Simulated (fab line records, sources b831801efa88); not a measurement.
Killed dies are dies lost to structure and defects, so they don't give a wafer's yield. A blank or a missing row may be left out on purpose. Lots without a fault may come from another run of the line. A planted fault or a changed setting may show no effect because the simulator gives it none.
A struck lot beside a sound one | flow sky130 | 43 steps out of a route of 708
Sound: wafers L660.1, L660.2, L660.5. Struck: wafers L672.1, L672.3, L672.5. The cause comes at the end.
At each step with rows: each side's tool, then ch and its chambers, then its first start. Under that, the readings that differ: sound wafers | struck wafers | difference of the means | sigmas: that difference in standard deviations of wafers without a fault.
alike: readings whose means differ by less than 2 such deviations, and words and numbers that are the same on both sides. not compared: withheld readings, readings that some wafer has no value for, bounds like >300 that may hide the same value, and numbers for which the record gives no deviation and whose values overlap.
The two part at a step that has a row with sigmas, a row that says differs or no value, or rows on one side only. Numbers that don't overlap but have no deviation are shown without sigmas and don't part them. A reading that every wafer of one side lacks parts them only if that side has two wafers or more.

first, 3 steps without rows for these wafers: SKY_VIA2_EXPOSE_09 (exposes mask VIM2, target cd 200 nm); SKY_VIA2_PEB_10; SKY_VIA2_DEVELOP_11 (develop time 60 s).
SKY_VIA2_CD_MEAS_12: target cd 200 nm.
  sound on cd_sem-01, day 38 16:22; struck on cd_sem-01, day 42 04:53
  alike: cd_nm
SKY_VIA2_OVL_MEAS_13:
  sound on overlay-02, day 38 16:29; struck on overlay-01, day 42 05:00
  alike: VIA2_OVL
then, 1 step without rows for these wafers: SKY_VIA2_ETCH_14 (etches BARC in N2/H2, stops on SiO2, time 45.9 s, target depth 60 nm).
SKY_VIA2_ETCH_15: etches SiO2 in C4F8/O2/Ar, stops on TiN, target depth 546 nm, time 84 s.
  sound on rie_diel-03 ch 0,3, day 38 16:34; struck on rie_diel-03 ch 1,2,3, day 42 05:05
  alike: bias_w, oes_product_au
  not compared: rf_hours_counter_h
then, 4 steps without rows for these wafers: SKY_VIA2_STRIP_16 (strips in O2/N2); SKY_VIA2_STRIP_17 (strips in post etch residue remover, time 1200 s); SKY_VIA2_CLEAN_18 (cleans in IPA, time 180 s); SKY_VIA2_CLEAN_19 (cleans in O3/DIW).
SKY_VIA2_SPUTTER_20: material TiN, target thk 20 nm, time 80 s.
  sound on pvd_sputter-03, day 38 17:13; struck on pvd_sputter-03, day 42 05:44
  alike: throttle_valve_pct
SKY_VIA2_CVD_21: deposits W, target thk 420 nm, time 126.4 s.
  sound on cvd_w-01 ch 0,1, day 38 17:16; struck on cvd_w-02 ch 0,1, day 42 05:47
  alike: heater_power_w
SKY_VIA2_RS_MEAS_22: measures by four-point-probe.
  sound on film_metro-02, day 38 17:24; struck on film_metro-04, day 42 05:55
  alike: VIA2_W_RS
SKY_VIA2_THK_MEAS_23: measures by xrf.
  sound on film_metro-02, day 38 17:31; struck on film_metro-04, day 42 06:02
  alike: VIA2_W_THK
then, 3 steps without rows for these wafers: SKY_VIA2_CMP_24 (polishes, stops on SiO2, t overpolish 20 s, target thk 0 nm); SKY_METAL3_SPUTTER_00 (material Ti, target thk 15 nm, time 10 s); SKY_METAL3_SPUTTER_01 (material TiN, target thk 20 nm, time 16.7 s).
SKY_METAL3_SPUTTER_02: material AlCu, target thk 735 nm, time 39.1 s.
  sound on pvd_sputter-03, day 38 17:56; struck on pvd_sputter-01, day 42 06:27
  alike: throttle_valve_pct
then, 3 steps without rows for these wafers: SKY_METAL3_SPUTTER_03 (material Ti, target thk 5 nm, time 3.3 s); SKY_METAL3_SPUTTER_04 (material TiN, target thk 70 nm, time 58.3 s); SKY_CAPM_CVD_00 (deposits SiO2, target thk 15.5 nm).
SKY_CAPM_THK_MEAS_01:
  sound on film_metro-01, day 38 18:04; struck on film_metro-01, day 42 06:35
  alike: CAPM_CVD_00_THK
then, 1 step without rows for these wafers: SKY_CAPM_SPUTTER_02 (material TiN, target thk 200 nm, time 166.7 s).
SKY_CAPM_RS_MEAS_03: measures by four-point-probe.
  sound on film_metro-04, day 38 18:14; struck on film_metro-04, day 42 06:45
  alike: CAPM_TIN_RS
SKY_CAPM_THK_MEAS_04: measures by xrf.
  sound on film_metro-04, day 38 18:21; struck on film_metro-04, day 42 06:52
  alike: CAPM_TIN_THK
then, 7 steps without rows for these wafers: SKY_CAPM_DEHYDRATE_05 (time 60 s); SKY_CAPM_HMDS_06 (prime time 60 s); SKY_CAPM_COAT_07 (resist thk 1140 nm); SKY_CAPM_SOFTBAKE_08 (time 60 s); SKY_CAPM_EXPOSE_09 (exposes mask CAPM, target cd 1000 nm); SKY_CAPM_PEB_10; SKY_CAPM_DEVELOP_11 (develop time 60 s).
SKY_CAPM_OVL_MEAS_12:
  sound on overlay-01, day 39 18:46; struck on overlay-02, day 43 05:28
  alike: CAPM_OVL
SKY_CAPM_METAL_ETCH_13: etches TiN in Cl2/BCl3, stops on SiO2, target depth 220 nm, time 62.9 s.
  sound on rie_metal-02 ch 0,1, day 39 18:47; struck on rie_metal-02 ch 0,1, day 43 05:29
  alike: bias_w, drypump_motor_current_A, oes_product_au, throttle_valve_pct
  not compared: rf_hours_counter_h
SKY_CAPM_STRIP_14: strips in O2/N2.
  sound on plasma_asher-02 ch 0,1, day 39 18:52; struck on plasma_asher-04 ch 0,1, day 43 05:34
  alike: drypump_motor_current_A, oes_product_au, strip_time_to_endpoint_s
  not compared: rf_hours_counter_h
then, 6 steps without rows for these wafers: SKY_CAPM_STRIP_15 (strips in post etch residue remover, time 1200 s); SKY_CAPM_CLEAN_16 (cleans in IPA, time 180 s); SKY_CAPM_CLEAN_17 (cleans in O3/DIW); SKY_METAL3_DEHYDRATE_05 (time 60 s); SKY_METAL3_HMDS_06 (prime time 60 s); SKY_METAL3_COAT_07 (resist thk 60 nm).
-- the record jumps here: 7 days lie between the struck wafers' starts before and after (it left off in module METAL3 and takes up again in module PAD_OPEN, whose first step shown is number 708 of the route) --
SKY_PAD_OPEN_PROBE_99:
  sound on prober-01, day 47 17:58; struck on prober-01, day 50 06:26
  reading                  | sound          | struck         | difference | sigmas
  defect_limited_yield (%) | 82.9 86.0 80.5 | 78.5 81.3 76.4 | -4.4       | -2
  killed_at_M0_to_M3       | 40 33 43       | 70 63 74       | +30        | +4
  killed_dies              | 84 69 96       | 106 92 116     | +22        | +2
  sort_n_pass              | 408 423 396    | 386 400 376    | -22        | -2
  sort_yield_pct (%)       | 82.9 86.0 80.5 | 78.5 81.3 76.4 | -4.4       | -2
  alike: killed_at_M4_up, killed_at_contacts, killed_at_front_end, killed_at_other, killed_open, killed_short, sort_bin_3_pad_short, sort_bin_5_function, sort_bin_6_memory
  not compared: model.etest.tester.sort_n_pass, model.etest.tester.sort_yield_pct, model.etest.tester.sort_bin_5_pct, model.etest.tester.sort_bin_3_pct

WHERE THEY PART
Only at SKY_PAD_OPEN_PROBE_99, within this record.

WHY: what the simulator had put in
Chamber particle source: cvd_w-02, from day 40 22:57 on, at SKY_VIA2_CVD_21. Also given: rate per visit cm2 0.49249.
